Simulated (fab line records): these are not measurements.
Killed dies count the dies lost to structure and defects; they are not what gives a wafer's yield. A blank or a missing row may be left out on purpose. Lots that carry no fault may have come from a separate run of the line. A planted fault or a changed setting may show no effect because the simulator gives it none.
The tool behind it: which one? || flow gf180mcu || 33 wafers from 11 lots sampled at 3 of the route's 602 steps

== WHAT THE GAUGES READ, wafer by wafer ==
GF_VT_IMPLANT_TW_MEAS_43.
{"lot": "L853", "measured": "day 7 18:47", "on": "film-metro-04", "VT_IMPLANT_4_TW": "699 697 693"}
{"lot": "L854", "measured": "day 7 23:23", "on": "film-metro-02", "VT_IMPLANT_4_TW": "705 703 699"}
{"lot": "L856", "measured": "day 8 17:35", "on": "film-metro-03", "VT_IMPLANT_4_TW": "699 695 699"}
{"lot": "L857", "measured": "day 9 03:36", "on": "film-metro-03", "VT_IMPLANT_4_TW": "700 703 702"}
{"lot": "L860", "measured": "day 9 16:29", "on": "film-metro-04", "VT_IMPLANT_4_TW": "693 694 689"}
{"lot": "L862", "measured": "day 10 07:37", "on": "film-metro-03", "VT_IMPLANT_4_TW": "696 701 699"}
{"lot": "L868", "measured": "day 12 00:14", "on": "film-metro-04", "VT_IMPLANT_4_TW": "696 690 690"}
{"lot": "L870", "measured": "day 12 12:43", "on": "film-metro-03", "VT_IMPLANT_4_TW": "701 704 701"}
{"lot": "L871", "measured": "day 12 20:08", "on": "film-metro-03", "VT_IMPLANT_4_TW": "701 698 700"}
{"lot": "L872", "measured": "day 13 00:29", "on": "film-metro-04", "VT_IMPLANT_4_TW": "30 30 30"}
{"lot": "L875", "measured": "day 13 23:43", "on": "film-metro-04", "VT_IMPLANT_4_TW": "692 696 694"}

== WHAT TOOL EACH LOT RAN ON (gives the tool, then ch and the chambers of the sampled wafers, and finally the start) ==
{"lot": "L853", "GF_VT_IMPLANT_STRIP_31": "plasma-asher-04 ch 0,1, day 7 01:35", "GF_VT_IMPLANT_STRIP_42": "plasma-asher-04 ch 0,1, day 7 18:41"}
{"lot": "L854", "GF_VT_IMPLANT_STRIP_31": "plasma-asher-03 ch 0,1, day 7 06:41", "GF_VT_IMPLANT_STRIP_42": "plasma-asher-04 ch 0,1, day 7 23:17"}
{"lot": "L856", "GF_VT_IMPLANT_STRIP_31": "plasma-asher-02 ch 0,1, day 8 00:08", "GF_VT_IMPLANT_STRIP_42": "plasma-asher-03 ch 0,1, day 8 17:29"}
{"lot": "L857", "GF_VT_IMPLANT_STRIP_31": "plasma-asher-02 ch 0,1, day 8 09:57", "GF_VT_IMPLANT_STRIP_42": "plasma-asher-04 ch 0,1, day 9 03:30"}
{"lot": "L860", "GF_VT_IMPLANT_STRIP_31": "plasma-asher-04 ch 0,1, day 8 22:26", "GF_VT_IMPLANT_STRIP_42": "plasma-asher-04 ch 0,1, day 9 16:22"}
{"lot": "L862", "GF_VT_IMPLANT_STRIP_31": "plasma-asher-04 ch 0,1, day 9 13:34", "GF_VT_IMPLANT_STRIP_42": "plasma-asher-03 ch 0,1, day 10 07:31"}
{"lot": "L868", "GF_VT_IMPLANT_STRIP_31": "plasma-asher-02 ch 0,1, day 11 04:52", "GF_VT_IMPLANT_STRIP_42": "plasma-asher-04 ch 0,1, day 12 00:07"}
{"lot": "L870", "GF_VT_IMPLANT_STRIP_31": "plasma-asher-02 ch 0,1, day 11 16:29", "GF_VT_IMPLANT_STRIP_42": "plasma-asher-04 ch 0,1, day 12 12:37"}
{"lot": "L871", "GF_VT_IMPLANT_STRIP_31": "plasma-asher-03 ch 0, day 11 23:49", "GF_VT_IMPLANT_STRIP_42": "plasma-asher-03 ch 0,1, day 12 20:02"}
{"lot": "L872", "GF_VT_IMPLANT_STRIP_31": "plasma-asher-02 ch 0,1, day 12 05:08", "GF_VT_IMPLANT_STRIP_42": "plasma-asher-03 ch 0,1, day 13 00:23"}
{"lot": "L875", "GF_VT_IMPLANT_STRIP_31": "plasma-asher-04 ch 0,1, day 13 02:56", "GF_VT_IMPLANT_STRIP_42": "plasma-asher-03 ch 0,1, day 13 23:37"}
- GF_VT_IMPLANT_STRIP_31: strips in O2/N2.
- GF_VT_IMPLANT_STRIP_42: strips in O2/N2.

== THE ANSWER, worked out from the rows above alone ==
Rule: what is usual is taken from the lots themselves. The widest of any qualifying gaps counts: lots, ordered by their means at a reading, are off when they make up no more than a third of the lots, leave a main group of 4 or more, and stand apart from it by 3 or more times the standard deviation of that group's means. A main group is skipped when, at the precision printed for the reading in the tables above, its means are all equal. A lot without any number at a reading at which 4 lots or more have one is off too. Where the step has rows for the other lots, those lots are counted as sound.
Off: at GF_VT_IMPLANT_TW_MEAS_43 (VT_IMPLANT_4_TW), L872. Main group: mean 698, sd 3.8.
A tool fits if, at a process step before that reading, it ran every lot that is off, and no sound lot after the first of them. Gauges at GF_VT_IMPLANT_TW_MEAS_43: tried the same way as those tools. One fits: plasma-asher-02 at GF_VT_IMPLANT_STRIP_31. A fault onset in the window from L870 (day 11 16:29, its last sound lot) to L872 (day 12 05:08, its first lot off) fits.

== WHAT HAD BEEN PUT IN BY THE SIMULATOR ==
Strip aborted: plasma-asher-02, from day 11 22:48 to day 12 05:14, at GF_VT_IMPLANT_STRIP_31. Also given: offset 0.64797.
Lots struck among those shown: L872. The same result came from the rule above.
